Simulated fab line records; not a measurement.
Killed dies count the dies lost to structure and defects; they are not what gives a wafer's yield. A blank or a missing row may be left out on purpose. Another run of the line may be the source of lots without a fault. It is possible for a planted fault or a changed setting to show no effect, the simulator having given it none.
What tool caused it? || flow sky130 || 13 lots with 39 wafers sampled at 6 steps, on a route of 708 steps

WHAT THE GAUGES READ, wafer by wafer
SKY_LOCAL_INTERCONNECT_RS_MEAS_01: a four-point-probe measurement. Usual: for LOCAL_INTERCONNECT_TIN_RS the level is 14.11 ohm/sq and the standard deviation is 0.17.
{"lot": "L287", "measured": "day 29 06:52", "on": "film_metro-04", "LOCAL_INTERCONNECT_TIN_RS (ohm/sq)": "13.92 13.79 13.95", "flag": ""}
{"lot": "L288", "measured": "day 29 12:37", "on": "film_metro-04", "LOCAL_INTERCONNECT_TIN_RS (ohm/sq)": "14.15 14.17 13.97", "flag": ""}
{"lot": "L289", "measured": "day 30 04:49", "on": "film_metro-02", "LOCAL_INTERCONNECT_TIN_RS (ohm/sq)": "14.35 14.12 14.41", "flag": ""}
{"lot": "L291", "measured": "day 30 21:14", "on": "film_metro-02", "LOCAL_INTERCONNECT_TIN_RS (ohm/sq)": "14.31 14.28 14.18", "flag": ""}
{"lot": "L292", "measured": "day 31 18:41", "on": "film_metro-04", "LOCAL_INTERCONNECT_TIN_RS (ohm/sq)": "13.96 14.18 14.03", "flag": ""}
{"lot": "L293", "measured": "day 31 21:12", "on": "film_metro-03", "LOCAL_INTERCONNECT_TIN_RS (ohm/sq)": "14.19 14.30 14.13", "flag": ""}
{"lot": "L294", "measured": "day 31 21:47", "on": "film_metro-03", "LOCAL_INTERCONNECT_TIN_RS (ohm/sq)": "14.18 14.39 14.43", "flag": ""}
{"lot": "L296", "measured": "day 32 11:43", "on": "film_metro-03", "LOCAL_INTERCONNECT_TIN_RS (ohm/sq)": "14.00 14.16 14.11", "flag": ""}
{"lot": "L303", "measured": "day 34 17:56", "on": "film_metro-04", "LOCAL_INTERCONNECT_TIN_RS (ohm/sq)": "13.99 9.35 14.01", "flag": "OFF"}
{"lot": "L305", "measured": "day 35 13:04", "on": "film_metro-02", "LOCAL_INTERCONNECT_TIN_RS (ohm/sq)": "14.34 14.30 14.40", "flag": ""}
{"lot": "L307", "measured": "day 35 18:14", "on": "film_metro-02", "LOCAL_INTERCONNECT_TIN_RS (ohm/sq)": "14.13 14.47 14.46", "flag": ""}
{"lot": "L309", "measured": "day 36 10:07", "on": "film_metro-02", "LOCAL_INTERCONNECT_TIN_RS (ohm/sq)": "14.23 14.28 14.05", "flag": ""}
{"lot": "L308", "measured": "day 36 10:20", "on": "film_metro-02", "LOCAL_INTERCONNECT_TIN_RS (ohm/sq)": "14.16 13.91 14.13", "flag": ""}

SKY_LOCAL_INTERCONNECT_THK_MEAS_02: measures by xrf. Usual: for LOCAL_INTERCONNECT_TIN_THK the level is 99.7 nm and the standard deviation is 1.3.
{"lot": "L287", "measured": "day 29 06:59", "on": "film_metro-04", "LOCAL_INTERCONNECT_TIN_THK (nm)": "100.5 101.4 100.4", "flag": ""}
{"lot": "L288", "measured": "day 29 12:43", "on": "film_metro-04", "LOCAL_INTERCONNECT_TIN_THK (nm)": "98.6 98.9 100.2", "flag": ""}
{"lot": "L289", "measured": "day 30 04:56", "on": "film_metro-02", "LOCAL_INTERCONNECT_TIN_THK (nm)": "97.8 99.4 97.4", "flag": ""}
{"lot": "L291", "measured": "day 30 21:22", "on": "film_metro-02", "LOCAL_INTERCONNECT_TIN_THK (nm)": "98.0 98.3 99.2", "flag": ""}
{"lot": "L292", "measured": "day 31 18:49", "on": "film_metro-04", "LOCAL_INTERCONNECT_TIN_THK (nm)": "99.8 98.5 99.6", "flag": ""}
{"lot": "L293", "measured": "day 31 21:18", "on": "film_metro-03", "LOCAL_INTERCONNECT_TIN_THK (nm)": "99.8 98.9 100.4", "flag": ""}
{"lot": "L294", "measured": "day 31 21:53", "on": "film_metro-03", "LOCAL_INTERCONNECT_TIN_THK (nm)": "99.8 98.4 98.0", "flag": ""}
{"lot": "L296", "measured": "day 32 11:50", "on": "film_metro-03", "LOCAL_INTERCONNECT_TIN_THK (nm)": "101.3 99.7 100.1", "flag": ""}
{"lot": "L303", "measured": "day 34 18:02", "on": "film_metro-04", "LOCAL_INTERCONNECT_TIN_THK (nm)": "99.7 146.6 99.7", "flag": "OFF"}
{"lot": "L305", "measured": "day 35 13:11", "on": "film_metro-02", "LOCAL_INTERCONNECT_TIN_THK (nm)": "98.1 98.3 97.9", "flag": ""}
{"lot": "L307", "measured": "day 35 18:21", "on": "film_metro-02", "LOCAL_INTERCONNECT_TIN_THK (nm)": "99.3 97.1 97.1", "flag": ""}
{"lot": "L309", "measured": "day 36 10:13", "on": "film_metro-02", "LOCAL_INTERCONNECT_TIN_THK (nm)": "98.6 98.3 100.0", "flag": ""}
{"lot": "L308", "measured": "day 36 10:27", "on": "film_metro-02", "LOCAL_INTERCONNECT_TIN_THK (nm)": "99.2 100.9 99.5", "flag": ""}

WHICH TOOL RAN EACH LOT (tool, then ch and the chambers of the sampled wafers, then the start)
{"lot": "L287", "SKY_LI_CONTACT_ETCH_14": "rie_diel-04 ch 1,2, day 29 05:38", "SKY_LI_CONTACT_SPUTTER_19": "pvd_sputter-01, day 29 06:03", "SKY_LI_CONTACT_CVD_21": "cvd_w-01 ch 0,1, day 29 06:11", "SKY_LOCAL_INTERCONNECT_SPUTTER_00": "pvd_sputter-02, day 29 06:47"}
{"lot": "L288", "SKY_LI_CONTACT_ETCH_14": "rie_diel-04 ch 0,1,2, day 29 11:22", "SKY_LI_CONTACT_SPUTTER_19": "pvd_sputter-04, day 29 11:47", "SKY_LI_CONTACT_CVD_21": "cvd_w-01 ch 0,1, day 29 11:55", "SKY_LOCAL_INTERCONNECT_SPUTTER_00": "pvd_sputter-03, day 29 12:32"}
{"lot": "L289", "SKY_LI_CONTACT_ETCH_14": "rie_diel-03 ch 0,2,3, day 30 03:35", "SKY_LI_CONTACT_SPUTTER_19": "pvd_sputter-02, day 30 04:00", "SKY_LI_CONTACT_CVD_21": "cvd_w-02 ch 0,1, day 30 04:08", "SKY_LOCAL_INTERCONNECT_SPUTTER_00": "pvd_sputter-04, day 30 04:46"}
{"lot": "L291", "SKY_LI_CONTACT_ETCH_14": "rie_diel-04 ch 0,1,3, day 30 19:52", "SKY_LI_CONTACT_SPUTTER_19": "pvd_sputter-04, day 30 20:19", "SKY_LI_CONTACT_CVD_21": "cvd_w-01 ch 0,1, day 30 20:27", "SKY_LOCAL_INTERCONNECT_SPUTTER_00": "pvd_sputter-04, day 30 21:10"}
{"lot": "L292", "SKY_LI_CONTACT_ETCH_14": "rie_diel-03 ch 0,2, day 31 17:28", "SKY_LI_CONTACT_SPUTTER_19": "pvd_sputter-01, day 31 17:53", "SKY_LI_CONTACT_CVD_21": "cvd_w-02 ch 0,1, day 31 18:01", "SKY_LOCAL_INTERCONNECT_SPUTTER_00": "pvd_sputter-04, day 31 18:38"}
{"lot": "L293", "SKY_LI_CONTACT_ETCH_14": "rie_diel-04 ch 0,2, day 31 19:55", "SKY_LI_CONTACT_SPUTTER_19": "pvd_sputter-01, day 31 20:21", "SKY_LI_CONTACT_CVD_21": "cvd_w-01 ch 0,1, day 31 20:32", "SKY_LOCAL_INTERCONNECT_SPUTTER_00": "pvd_sputter-03, day 31 21:05"}
{"lot": "L294", "SKY_LI_CONTACT_ETCH_14": "rie_diel-03 ch 1,3, day 31 20:31", "SKY_LI_CONTACT_SPUTTER_19": "pvd_sputter-04, day 31 20:56", "SKY_LI_CONTACT_CVD_21": "cvd_w-01 ch 0,1, day 31 21:07", "SKY_LOCAL_INTERCONNECT_SPUTTER_00": "pvd_sputter-04, day 31 21:41"}
{"lot": "L296", "SKY_LI_CONTACT_ETCH_14": "rie_diel-02 ch 0,1,3, day 32 10:28", "SKY_LI_CONTACT_SPUTTER_19": "pvd_sputter-04, day 32 10:54", "SKY_LI_CONTACT_CVD_21": "cvd_w-02 ch 0,1, day 32 11:02", "SKY_LOCAL_INTERCONNECT_SPUTTER_00": "pvd_sputter-03, day 32 11:38"}
{"lot": "L303", "SKY_LI_CONTACT_ETCH_14": "rie_diel-02 ch 0,1,2, day 34 16:41", "SKY_LI_CONTACT_SPUTTER_19": "pvd_sputter-04, day 34 17:06", "SKY_LI_CONTACT_CVD_21": "cvd_w-02 ch 0,1, day 34 17:14", "SKY_LOCAL_INTERCONNECT_SPUTTER_00": "pvd_sputter-03, day 34 17:50"}
{"lot": "L305", "SKY_LI_CONTACT_ETCH_14": "rie_diel-02 ch 0,2,3, day 35 11:49", "SKY_LI_CONTACT_SPUTTER_19": "pvd_sputter-01, day 35 12:15", "SKY_LI_CONTACT_CVD_21": "cvd_w-02 ch 0,1, day 35 12:23", "SKY_LOCAL_INTERCONNECT_SPUTTER_00": "pvd_sputter-04, day 35 13:00"}
{"lot": "L307", "SKY_LI_CONTACT_ETCH_14": "rie_diel-03 ch 0,2,3, day 35 16:58", "SKY_LI_CONTACT_SPUTTER_19": "pvd_sputter-02, day 35 17:25", "SKY_LI_CONTACT_CVD_21": "cvd_w-02 ch 0,1, day 35 17:34", "SKY_LOCAL_INTERCONNECT_SPUTTER_00": "pvd_sputter-04, day 35 18:10"}
{"lot": "L309", "SKY_LI_CONTACT_ETCH_14": "rie_diel-03 ch 0,1,2, day 36 08:49", "SKY_LI_CONTACT_SPUTTER_19": "pvd_sputter-02, day 36 09:16", "SKY_LI_CONTACT_CVD_21": "cvd_w-01 ch 0,1, day 36 09:26", "SKY_LOCAL_INTERCONNECT_SPUTTER_00": "pvd_sputter-04, day 36 10:01"}
{"lot": "L308", "SKY_LI_CONTACT_ETCH_14": "rie_diel-02 ch 0,2, day 36 08:53", "SKY_LI_CONTACT_SPUTTER_19": "pvd_sputter-01, day 36 09:21", "SKY_LI_CONTACT_CVD_21": "cvd_w-02 ch 0,1, day 36 09:29", "SKY_LOCAL_INTERCONNECT_SPUTTER_00": "pvd_sputter-02, day 36 10:16"}
- SKY_LI_CONTACT_ETCH_14: etches BARC in N2/H2, stops on SiO2, time 45.9 s, target depth 60 nm.
- SKY_LI_CONTACT_SPUTTER_19: material Ti, target thk 20 nm, time 106.37 s.
- SKY_LI_CONTACT_CVD_21: deposits W, target thk 400 nm, time 120.56 s.
- SKY_LOCAL_INTERCONNECT_SPUTTER_00: material TiN, target thk 100 nm, time 83.3 s.

AS READ BY THE TOOLS THEMSELVES (means over the sampled wafers that have a number; for cases with no such wafer, the mark the record gives instead)
SKY_LI_CONTACT_ETCH_14. Usual: chamber_pressure_mTorr 30.001 mTorr, standard deviation 0.026; drypump_motor_current_A 5.98 A, standard deviation 0.19; oes_product_au 0.855 a.u., standard deviation 0.0047; throttle_valve_pct 13.225 %, standard deviation 0.0085.
{"lot": "L287", "tool": "rie_diel-04", "chamber_pressure_mTorr (mTorr)": 30.031, "drypump_motor_current_A (A)": 6.19, "oes_product_au (a.u.)": 0.855, "throttle_valve_pct (%)": 13.231, "flag": ""}
{"lot": "L288", "tool": "rie_diel-04", "chamber_pressure_mTorr (mTorr)": 30.028, "drypump_motor_current_A (A)": 5.95, "oes_product_au (a.u.)": 0.850, "throttle_valve_pct (%)": 13.224, "flag": ""}
{"lot": "L289", "tool": "rie_diel-03", "chamber_pressure_mTorr (mTorr)": 30.017, "drypump_motor_current_A (A)": 5.99, "oes_product_au (a.u.)": 0.853, "throttle_valve_pct (%)": 13.223, "flag": ""}
{"lot": "L291", "tool": "rie_diel-04", "chamber_pressure_mTorr (mTorr)": 30.008, "drypump_motor_current_A (A)": 5.93, "oes_product_au (a.u.)": 0.857, "throttle_valve_pct (%)": 13.229, "flag": ""}
{"lot": "L292", "tool": "rie_diel-03", "chamber_pressure_mTorr (mTorr)": 30.004, "drypump_motor_current_A (A)": 5.94, "oes_product_au (a.u.)": 0.859, "throttle_valve_pct (%)": 13.218, "flag": ""}
{"lot": "L293", "tool": "rie_diel-04", "chamber_pressure_mTorr (mTorr)": 29.983, "drypump_motor_current_A (A)": 5.79, "oes_product_au (a.u.)": 0.858, "throttle_valve_pct (%)": 13.226, "flag": ""}
{"lot": "L294", "tool": "rie_diel-03", "chamber_pressure_mTorr (mTorr)": 29.986, "drypump_motor_current_A (A)": 5.94, "oes_product_au (a.u.)": 0.854, "throttle_valve_pct (%)": 13.220, "flag": ""}
{"lot": "L296", "tool": "rie_diel-02", "chamber_pressure_mTorr (mTorr)": 30.023, "drypump_motor_current_A (A)": 5.98, "oes_product_au (a.u.)": 0.855, "throttle_valve_pct (%)": 13.221, "flag": ""}
{"lot": "L303", "tool": "rie_diel-02", "chamber_pressure_mTorr (mTorr)": 30.026, "drypump_motor_current_A (A)": 6.01, "oes_product_au (a.u.)": 0.856, "throttle_valve_pct (%)": 13.227, "flag": ""}
{"lot": "L305", "tool": "rie_diel-02", "chamber_pressure_mTorr (mTorr)": 29.990, "drypump_motor_current_A (A)": 6.04, "oes_product_au (a.u.)": 0.856, "throttle_valve_pct (%)": 13.229, "flag": ""}
{"lot": "L307", "tool": "rie_diel-03", "chamber_pressure_mTorr (mTorr)": 30.018, "drypump_motor_current_A (A)": 5.96, "oes_product_au (a.u.)": 0.856, "throttle_valve_pct (%)": 13.223, "flag": ""}
{"lot": "L309", "tool": "rie_diel-03", "chamber_pressure_mTorr (mTorr)": 29.998, "drypump_motor_current_A (A)": 5.94, "oes_product_au (a.u.)": 0.854, "throttle_valve_pct (%)": 13.233, "flag": ""}
{"lot": "L308", "tool": "rie_diel-02", "chamber_pressure_mTorr (mTorr)": 30.024, "drypump_motor_current_A (A)": 6.05, "oes_product_au (a.u.)": 0.858, "throttle_valve_pct (%)": 13.225, "flag": ""}

SKY_LI_CONTACT_SPUTTER_19. Usual: cathode_dc_power_W 2500.0 W, standard deviation 0.42; throttle_valve_pct 29.7 %, standard deviation 1.2.
{"lot": "L287", "tool": "pvd_sputter-01", "cathode_dc_power_W (W)": 2500.1, "throttle_valve_pct (%)": 29.8, "flag": ""}
{"lot": "L288", "tool": "pvd_sputter-04", "cathode_dc_power_W (W)": 2500.1, "throttle_valve_pct (%)": 30.3, "flag": ""}
{"lot": "L289", "tool": "pvd_sputter-02", "cathode_dc_power_W (W)": 2500.1, "throttle_valve_pct (%)": 29.8, "flag": ""}
{"lot": "L291", "tool": "pvd_sputter-04", "cathode_dc_power_W (W)": 2499.7, "throttle_valve_pct (%)": 29.1, "flag": ""}
{"lot": "L292", "tool": "pvd_sputter-01", "cathode_dc_power_W (W)": 2499.6, "throttle_valve_pct (%)": 30.5, "flag": ""}
{"lot": "L293", "tool": "pvd_sputter-01", "cathode_dc_power_W (W)": 2499.5, "throttle_valve_pct (%)": 29.9, "flag": ""}
{"lot": "L294", "tool": "pvd_sputter-04", "cathode_dc_power_W (W)": 2500.0, "throttle_valve_pct (%)": 28.6, "flag": ""}
{"lot": "L296", "tool": "pvd_sputter-04", "cathode_dc_power_W (W)": 2500.2, "throttle_valve_pct (%)": 31.0, "flag": ""}
{"lot": "L303", "tool": "pvd_sputter-04", "cathode_dc_power_W (W)": 2500.1, "throttle_valve_pct (%)": 30.1, "flag": ""}
{"lot": "L305", "tool": "pvd_sputter-01", "cathode_dc_power_W (W)": 2500.1, "throttle_valve_pct (%)": 30.7, "flag": ""}
{"lot": "L307", "tool": "pvd_sputter-02", "cathode_dc_power_W (W)": 2500.5, "throttle_valve_pct (%)": 29.9, "flag": ""}
{"lot": "L309", "tool": "pvd_sputter-02", "cathode_dc_power_W (W)": 2500.0, "throttle_valve_pct (%)": 28.8, "flag": ""}
{"lot": "L308", "tool": "pvd_sputter-01", "cathode_dc_power_W (W)": 2500.2, "throttle_valve_pct (%)": 29.8, "flag": ""}

SKY_LI_CONTACT_CVD_21. Usual: heater_power_w at 763 W, with a standard deviation of 71.
{"lot": "L287", "tool": "cvd_w-01", "heater_power_w (W)": 761, "flag": ""}
{"lot": "L288", "tool": "cvd_w-01", "heater_power_w (W)": 809, "flag": ""}
{"lot": "L289", "tool": "cvd_w-02", "heater_power_w (W)": 751, "flag": ""}
{"lot": "L291", "tool": "cvd_w-01", "heater_power_w (W)": 765, "flag": ""}
{"lot": "L292", "tool": "cvd_w-02", "heater_power_w (W)": 756, "flag": ""}
{"lot": "L293", "tool": "cvd_w-01", "heater_power_w (W)": 814, "flag": ""}
{"lot": "L294", "tool": "cvd_w-01", "heater_power_w (W)": 771, "flag": ""}
{"lot": "L296", "tool": "cvd_w-02", "heater_power_w (W)": 720, "flag": ""}
{"lot": "L303", "tool": "cvd_w-02", "heater_power_w (W)": 728, "flag": ""}
{"lot": "L305", "tool": "cvd_w-02", "heater_power_w (W)": 716, "flag": ""}
{"lot": "L307", "tool": "cvd_w-02", "heater_power_w (W)": 761, "flag": ""}
{"lot": "L309", "tool": "cvd_w-01", "heater_power_w (W)": 824, "flag": ""}
{"lot": "L308", "tool": "cvd_w-02", "heater_power_w (W)": 710, "flag": ""}

SKY_LOCAL_INTERCONNECT_SPUTTER_00. Usual: cathode_dc_power_W 6499.8 W, standard deviation 1.1; throttle_valve_pct 29.3 %, standard deviation 1.1.
{"lot": "L287", "tool": "pvd_sputter-02", "cathode_dc_power_W (W)": 6500.9, "throttle_valve_pct (%)": 29.7, "flag": ""}
{"lot": "L288", "tool": "pvd_sputter-03", "cathode_dc_power_W (W)": 6500.0, "throttle_valve_pct (%)": 29.5, "flag": ""}
{"lot": "L289", "tool": "pvd_sputter-04", "cathode_dc_power_W (W)": 6499.7, "throttle_valve_pct (%)": 30.1, "flag": ""}
{"lot": "L291", "tool": "pvd_sputter-04", "cathode_dc_power_W (W)": 6500.0, "throttle_valve_pct (%)": 29.6, "flag": ""}
{"lot": "L292", "tool": "pvd_sputter-04", "cathode_dc_power_W (W)": 6500.8, "throttle_valve_pct (%)": 29.2, "flag": ""}
{"lot": "L293", "tool": "pvd_sputter-03", "cathode_dc_power_W (W)": 6499.3, "throttle_valve_pct (%)": 29.1, "flag": ""}
{"lot": "L294", "tool": "pvd_sputter-04", "cathode_dc_power_W (W)": 6500.7, "throttle_valve_pct (%)": 29.8, "flag": ""}
{"lot": "L296", "tool": "pvd_sputter-03", "cathode_dc_power_W (W)": 6499.7, "throttle_valve_pct (%)": 29.9, "flag": ""}
{"lot": "L303", "tool": "pvd_sputter-03", "cathode_dc_power_W (W)": 7528.0, "throttle_valve_pct (%)": 28.7, "flag": "OFF"}
{"lot": "L305", "tool": "pvd_sputter-04", "cathode_dc_power_W (W)": 6499.8, "throttle_valve_pct (%)": 29.3, "flag": ""}
{"lot": "L307", "tool": "pvd_sputter-04", "cathode_dc_power_W (W)": 6499.8, "throttle_valve_pct (%)": 29.3, "flag": ""}
{"lot": "L309", "tool": "pvd_sputter-04", "cathode_dc_power_W (W)": 6500.3, "throttle_valve_pct (%)": 29.3, "flag": ""}
{"lot": "L308", "tool": "pvd_sputter-02", "cathode_dc_power_W (W)": 6501.0, "throttle_valve_pct (%)": 29.1, "flag": ""}

THE ANSWER, worked out from the rows above alone
Rule: lot off if the mean of its wafers having a number is beyond 3 standard deviations from the usual mean. Also off: a lot with no number at a reading for which 4 or more lots have one. Where the step has rows for the other lots, those lots are counted as sound. After the gauges, taken in route order, come the tools' own readings; for these a lot's mean is taken, as printed above. At the first step where some lot is off, the reading lying furthest off is the one used; lots without a number count as furthest.
Off: L303, at SKY_LOCAL_INTERCONNECT_RS_MEAS_01 (LOCAL_INTERCONNECT_TIN_RS).
A tool fits if, at a process step before that reading, it ran every lot that is off, and no sound lot after the first of them. The gauges at SKY_LOCAL_INTERCONNECT_RS_MEAS_01 aren't tried: what is off there is off at SKY_LOCAL_INTERCONNECT_SPUTTER_00 too, on other tools, and a gauge's error can't cause that. Can't be told from this: 2 tools fit, pvd_sputter-04 at SKY_LI_CONTACT_SPUTTER_19, pvd_sputter-03 at SKY_LOCAL_INTERCONNECT_SPUTTER_00.

WHAT THE SIMULATOR HAD INSERTED
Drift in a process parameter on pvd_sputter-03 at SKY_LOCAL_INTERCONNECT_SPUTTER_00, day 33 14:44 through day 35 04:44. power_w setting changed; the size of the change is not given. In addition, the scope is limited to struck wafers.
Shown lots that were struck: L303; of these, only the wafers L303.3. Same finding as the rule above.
